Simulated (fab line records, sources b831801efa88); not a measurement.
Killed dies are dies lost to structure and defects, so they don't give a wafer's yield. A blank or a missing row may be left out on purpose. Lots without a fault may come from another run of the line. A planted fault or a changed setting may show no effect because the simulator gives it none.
Which tool did it? | flow gf180mcu | 11 lots, 33 wafers sampled, at 3 steps of a route of 602

WHAT THE GAUGES READ, wafer by wafer
GF_PSD_TW_MEAS_11.
lot  | measured     | on            | PSD_TW
L531 | day 14 06:25 | film_metro-02 | 3197 3176 3191
L532 | day 14 12:43 | film_metro-02 | 3189 3183 3205
L536 | day 16 02:13 | film_metro-03 | 3218 3203 3214
L537 | day 16 11:31 | film_metro-02 | 2647 2642 2659
L538 | day 16 22:07 | film_metro-01 | 2625 2637 2633
L546 | day 19 18:11 | film_metro-03 | 3187 3182 3211
L547 | day 19 22:49 | film_metro-02 | 3201 3186 3184
L549 | day 20 12:50 | film_metro-02 | 3188 3208 3188
L551 | day 21 11:13 | film_metro-01 | 3211 3224 3211
L552 | day 21 15:46 | film_metro-02 | 3216 3202 3212
L554 | day 22 05:41 | film_metro-02 | 3203 3218 3214

WHICH TOOL RAN EACH LOT (tool, then ch and the chambers of the sampled wafers, then the start)
lot  | GF_PSD_IMPLANT_09               | GF_PSD_STRIP_10
L531 | implanter-02 ch 0, day 14 06:10 | plasma_asher-04 ch 0,1, day 14 06:19
L532 | implanter-03 ch 0, day 14 12:28 | plasma_asher-04 ch 0,1, day 14 12:37
L536 | implanter-02 ch 0, day 16 01:58 | plasma_asher-04 ch 0,1, day 16 02:07
L537 | implanter-03 ch 0, day 16 11:17 | plasma_asher-02 ch 0, day 16 11:25
L538 | implanter-03 ch 0, day 16 21:52 | plasma_asher-01 ch 1, day 16 22:01
L546 | implanter-01 ch 0, day 19 17:56 | plasma_asher-01 ch 0,1, day 19 18:05
L547 | implanter-03 ch 0, day 19 22:35 | plasma_asher-04 ch 0,1, day 19 22:43
L549 | implanter-03 ch 0, day 20 12:35 | plasma_asher-01 ch 0,1, day 20 12:44
L551 | implanter-01 ch 0, day 21 10:58 | plasma_asher-02 ch 0,1, day 21 11:07
L552 | implanter-01 ch 0, day 21 15:32 | plasma_asher-01 ch 0,1, day 21 15:40
L554 | implanter-01 ch 0, day 22 05:27 | plasma_asher-01 ch 0,1, day 22 05:34
- GF_PSD_IMPLANT_09
- GF_PSD_STRIP_10: strips in O2/N2.

THE ANSWER, worked out from the rows above alone
Rule: what is usual is taken from the lots themselves. Put in order of their means at a reading, lots are off if they are a third of the lots or fewer, leave a main group of 4 or more, and stand apart from it by a gap of 3 or more times the standard deviation of the main group's means; of several such gaps the widest counts. A main group whose means are all the same, to the digits that the tables above print for the reading, isn't used. A lot without any number at a reading at which 4 lots or more have one is off too. The other lots that the step has rows for count as sound.
Off: L537, L538, at GF_PSD_TW_MEAS_11 (PSD_TW). The main group: mean 3201, standard deviation 10.
A tool fits if, at a process step before that reading, it ran every lot that is off, and no sound lot after the first of them. The gauges at GF_PSD_TW_MEAS_11 are tried like those tools. None of those tried fits.

WHAT THE SIMULATOR HAD PUT IN
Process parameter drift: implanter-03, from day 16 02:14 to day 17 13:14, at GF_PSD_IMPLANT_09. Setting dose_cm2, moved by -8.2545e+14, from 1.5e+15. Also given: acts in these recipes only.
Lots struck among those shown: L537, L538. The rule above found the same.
